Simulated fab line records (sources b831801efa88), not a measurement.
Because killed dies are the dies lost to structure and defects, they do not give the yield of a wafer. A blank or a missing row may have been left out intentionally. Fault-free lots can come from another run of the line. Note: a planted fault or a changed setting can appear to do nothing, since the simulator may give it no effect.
Which tool did it? ; flow sfqLine ; 14 lots with 42 wafers sampled at 5 steps, on a route of 325 steps

WHAT EACH GAUGE READ, for each wafer
SFQ_M0_RS_MEAS_904: measures by four-point-probe. Usual: M0_NB_RS gives 0.889 ohm/sq (standard deviation 0.0087).
lot;measured;on;M0_NB_RS (ohm/sq);flag
L981;day 7 23:17;filmMetro-02;0.895 0.889 0.895;
L982;day 8 05:16;filmMetro-01;0.886 0.904 0.884;
L984;day 9 00:25;filmMetro-01;0.893 0.895 0.874;
L985;day 9 10:04;filmMetro-02;0.885 0.883 0.875;
L986;day 9 18:28;filmMetro-04;0.895 0.882 0.889;
L987;day 10 00:59;filmMetro-01;0.911 0.913 0.893;
L990;day 10 21:13;filmMetro-02;0.892 0.893 0.886;
L991;day 11 06:57;filmMetro-02;0.887 0.890 0.879;
L994;day 11 22:34;filmMetro-01;0.870 0.876 0.875;
L995;day 12 10:38;filmMetro-01;0.899 0.901 0.887;
L996;day 12 16:34;filmMetro-04;0.639 0.892 0.882;OFF
L997;day 12 22:36;filmMetro-04;0.899 0.638 0.897;OFF
L103;day 14 17:35;filmMetro-04;0.898 0.896 0.893;
L104;day 14 23:57;filmMetro-02;0.887 0.891 0.889;

SFQ_R5_THK_MEAS_934: measures by xrf. Usual: R5_MONX_THK gives 40.0 nm (standard deviation 0.53).
lot;measured;on;R5_MONX_THK (nm);flag
L981;day 50 10:21;filmMetro-01;40.9 40.7 41.0;
L982;day 51 02:19;filmMetro-04;39.0 39.7 39.0;
L984;day 51 07:13;filmMetro-01;41.0 40.5 40.5;
L985;day 51 11:19;filmMetro-01;39.7 39.6 39.8;
L986;day 51 14:19;filmMetro-04;40.5 41.1 40.8;
L987;day 55 02:49;filmMetro-01;40.0 39.2 39.3;
L990;day 56 06:19;filmMetro-04;39.8 39.1 38.9;
L991;day 56 09:41;filmMetro-04;39.8 40.3 39.8;
L994;day 61 20:36;filmMetro-02;39.7 40.0 39.6;
L995;day 62 04:59;filmMetro-02;40.3 40.1 40.0;
L996;day 62 09:48;filmMetro-01;40.8 40.2 40.6;
L997;day 62 12:49;filmMetro-02;40.3 40.4 40.3;
L103;day 69 18:03;filmMetro-01;39.8 40.0 39.9;
L104;day 69 20:26;filmMetro-01;40.5 40.1 39.6;

WHICH TOOL RAN EACH LOT (tool, then ch and the chambers of the sampled wafers, then the start)
lot;SFQ_TRILAYER_M0_DEP_SPUTTER_019;SFQ_TRILAYER_M0_ETCH_METAL_ETCH_024;SFQ_TRILAYER_A5B_DEP_PECVD_129
L981;pvdSputter-06, day 7 23:08;rieMetal-04 ch 0,1, day 12 06:04;pecvd-02 ch 0,1,2, day 49 16:20
L982;pvdSputter-03, day 8 05:08;rieMetal-02 ch 0,1, day 12 13:16;pecvd-01 ch 0,1, day 50 17:35
L984;pvdSputter-03, day 9 00:20;rieMetal-02 ch 0, day 13 04:53;pecvd-03 ch 1,2, day 50 18:47
L985;pvdSputter-03, day 9 09:56;rieMetal-02 ch 0, day 13 14:34;pecvd-03 ch 1,2, day 50 21:11
L986;pvdSputter-05, day 9 18:21;rieMetal-03 ch 0,1, day 14 02:14;pecvd-02 ch 1,2, day 50 22:23
L987;pvdSputter-06, day 10 00:54;rieMetal-04 ch 0,1, day 14 10:38;pecvd-01 ch 0,1, day 54 21:57
L990;pvdSputter-06, day 10 21:07;rieMetal-03 ch 0,1, day 15 06:13;pecvd-03 ch 0,1,2, day 55 22:40
L991;pvdSputter-05, day 11 06:52;rieMetal-03 ch 0,1, day 15 17:01;pecvd-02 ch 0,1,2, day 56 03:15
L994;pvdSputter-06, day 11 22:27;rieMetal-02 ch 0,1, day 16 13:25;pecvd-03 ch 0,1,2, day 61 16:05
L995;pvdSputter-06, day 12 10:32;rieMetal-02 ch 0,1, day 17 05:43;pecvd-01 ch 0,1, day 62 00:29
L996;pvdSputter-06, day 12 16:27;rieMetal-02 ch 1, day 17 10:31;pecvd-03 ch 0,1, day 62 05:17
L997;pvdSputter-06, day 12 22:27;rieMetal-04 ch 0,1, day 17 16:33;pecvd-01 ch 0,1,2, day 62 07:46
L103;pvdSputter-05, day 14 17:28;rieMetal-03 ch 0,1, day 20 03:08;pecvd-03 ch 0,1, day 69 13:32
L104;pvdSputter-05, day 14 23:50;rieMetal-02 ch 0,1, day 20 11:29;pecvd-01 ch 0,1, day 69 15:56
- SFQ_TRILAYER_M0_DEP_SPUTTER_019: material Nb, target thk 200 nm, time 133.3 s.
- SFQ_TRILAYER_M0_ETCH_METAL_ETCH_024: etches Nb in Cl2/Ar, stops on SiO2, target depth 240 nm, time 120 s.
- SFQ_TRILAYER_A5B_DEP_PECVD_129: deposits SiO2 from SiH4/N2O, time 133.33 s, target thk 600 nm.

AS READ BY THE TOOLS THEMSELVES (means over the sampled wafers that have a number; for cases with no such wafer, the mark the record gives instead)
SFQ_TRILAYER_M0_DEP_SPUTTER_019. Usual: basePressurePa 1.33e-06 Pa, standard deviation 9.1e-08; throttleValvePct 30.1 %, standard deviation 0.65.
lot;tool;basePressurePa (Pa);throttleValvePct (%);flag
L981;pvdSputter-06;1.31e-06;28.9;
L982;pvdSputter-03;1.28e-06;29.9;
L984;pvdSputter-03;1.36e-06;30.2;
L985;pvdSputter-03;1.42e-06;29.8;
L986;pvdSputter-05;1.34e-06;30.1;
L987;pvdSputter-06;1.36e-06;29.6;
L990;pvdSputter-06;1.28e-06;29.6;
L991;pvdSputter-05;1.29e-06;30.0;
L994;pvdSputter-06;1.27e-06;30.4;
L995;pvdSputter-06;1.25e-06;29.4;
L996;pvdSputter-06;1.34e-06;29.9;
L997;pvdSputter-06;1.38e-06;29.2;
L103;pvdSputter-05;1.44e-06;30.5;
L104;pvdSputter-05;1.31e-06;30.1;

SFQ_TRILAYER_M0_ETCH_METAL_ETCH_024. Usual: drypumpMotorCurrentA 6.0 A, standard deviation 0.4; oesProductAu 0.894 a.u., standard deviation 0.0069.
lot;tool;drypumpMotorCurrentA (A);oesProductAu (a.u.);flag
L981;rieMetal-04;5.5;0.892;
L982;rieMetal-02;6.3;0.892;
L984;rieMetal-02;6.4;0.891;
L985;rieMetal-02;6.4;0.899;
L986;rieMetal-03;6.1;0.894;
L987;rieMetal-04;5.6;0.881;
L990;rieMetal-03;6.1;0.892;
L991;rieMetal-03;5.9;0.893;
L994;rieMetal-02;6.3;0.905;
L995;rieMetal-02;6.3;0.890;
L996;rieMetal-02;6.2;0.930;OFF
L997;rieMetal-04;5.4;0.926;OFF
L103;rieMetal-03;5.9;0.890;
L104;rieMetal-02;6.3;0.892;

SFQ_TRILAYER_A5B_DEP_PECVD_129. Usual: heaterPowerW 85 W, standard deviation 13; throttleValvePct 25.5 %, standard deviation 2.1.
lot;tool;heaterPowerW (W);throttleValvePct (%);flag
L981;pecvd-02;72;27.0;
L982;pecvd-01;89;26.6;
L984;pecvd-03;89;22.7;
L985;pecvd-03;89;22.9;
L986;pecvd-02;68;27.4;
L987;pecvd-01;83;27.1;
L990;pecvd-03;84;23.2;
L991;pecvd-02;72;27.0;
L994;pecvd-03;89;23.6;
L995;pecvd-01;89;27.0;
L996;pecvd-03;85;23.8;
L997;pecvd-01;92;26.8;
L103;pecvd-03;77;24.2;
L104;pecvd-01;92;27.3;

THE ANSWER, worked out from the rows above alone
Rule: lot off if the mean of its wafers having a number is beyond 3 standard deviations from the usual mean. A lot without any number at a reading at which 4 lots or more have one is off too. The other lots that the step has rows for count as sound. The gauges are gone through in route order, then the tools' own readings, and for those a lot's mean is taken as printed above. The first step at which some lot is off is used, and at that step the reading that is off furthest; a lot without a number counts as furthest.
Off: L996, L997, seen at SFQ_M0_RS_MEAS_904 (M0_NB_RS).
If a tool, at a process step before that reading, ran all the lots that are off and no sound lot after the first of them, it fits. Not tried: the gauges at SFQ_M0_RS_MEAS_904; whatever is off there is also off at SFQ_TRILAYER_M0_ETCH_METAL_ETCH_024, on other tools, and gauge error can't account for it. One candidate fits, namely pvdSputter-06 at SFQ_TRILAYER_M0_DEP_SPUTTER_019. Its last sound lot is L995 (day 12 10:32), its first lot that is off L996 (day 12 16:27): a fault that began between those two fits.

WHAT WAS PUT IN BY THE SIMULATOR
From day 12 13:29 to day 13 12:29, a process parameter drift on pvdSputter-06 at SFQ_TRILAYER_M0_DEP_SPUTTER_019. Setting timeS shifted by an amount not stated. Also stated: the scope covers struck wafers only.
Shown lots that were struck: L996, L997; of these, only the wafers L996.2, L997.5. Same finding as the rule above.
